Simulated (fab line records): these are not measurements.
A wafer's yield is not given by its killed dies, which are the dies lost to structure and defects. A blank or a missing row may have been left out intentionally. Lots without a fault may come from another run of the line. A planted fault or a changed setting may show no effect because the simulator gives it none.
Which tool is to blame? -- flow gf180mcu -- 21 wafers from 7 lots sampled at 2 of the route's 602 steps

WHAT THE GAUGES READ, wafer by wafer
GF_POLY_GATE_CD_MEAS_10: target cd 280 nm.
lot,measured,on,cd-nm (nm)
L740,day 10 11:32,cd-sem-02,280.6 280.8 280.3
L742,day 11 02:51,cd-sem-01,281.5 282.8 282.7
L744,day 11 14:07,cd-sem-01,279.7 279.6 280.6
L747,day 12 10:13,cd-sem-01,280.3 280.0 279.7
L749,day 13 04:09,cd-sem-02,278.8 278.6 280.1
L753,day 14 08:30,cd-sem-01,279.4 279.2 279.7
L758,day 15 18:17,cd-sem-01,294.7 293.0 293.2

EACH LOT AND THE TOOL THAT RAN IT (in order: tool; ch and the chambers of the sampled wafers; start)
lot,GF_POLY_GATE_SOFTBAKE_06
L740,"litho-track-03 ch 0, day 10 01:00"
L742,"litho-track-03 ch 0, day 10 17:00"
L744,"litho-track-03 ch 0, day 11 04:00"
L747,"litho-track-02 ch 0, day 12 00:00"
L749,"litho-track-03 ch 0, day 12 17:00"
L753,"litho-track-02 ch 0, day 13 21:00"
L758,"litho-track-01 ch 0, day 15 07:00"
- GF_POLY_GATE_SOFTBAKE_06: time 60 s.

THE ANSWER, worked out from the rows above alone
Rule: usual is defined by the lots themselves. Put in order of their means at a reading, lots are off if they are a third of the lots or fewer, leave a main group of 4 or more, and stand apart from it by a gap of 3 or more times the standard deviation of the main group's means; of several such gaps the widest counts. A main group whose means are all the same, to the digits that the tables above print for the reading, isn't used. Also off: a lot with no number at a reading for which 4 or more lots have one. Where the step has rows for the other lots, those lots are counted as sound.
Off, at GF_POLY_GATE_CD_MEAS_10 on cd-nm: L758. The main group has a mean of 280.2 nm with a standard deviation of 1.
If a tool, at a process step before that reading, ran all the lots that are off and no sound lot after the first of them, it fits. Those tools and the gauges at GF_POLY_GATE_CD_MEAS_10 are tried in the same way. This does not decide it: 2 tools fit, namely litho-track-01 at GF_POLY_GATE_SOFTBAKE_06 and cd-sem-01 at GF_POLY_GATE_CD_MEAS_10.

WHAT HAD BEEN PUT IN BY THE SIMULATOR
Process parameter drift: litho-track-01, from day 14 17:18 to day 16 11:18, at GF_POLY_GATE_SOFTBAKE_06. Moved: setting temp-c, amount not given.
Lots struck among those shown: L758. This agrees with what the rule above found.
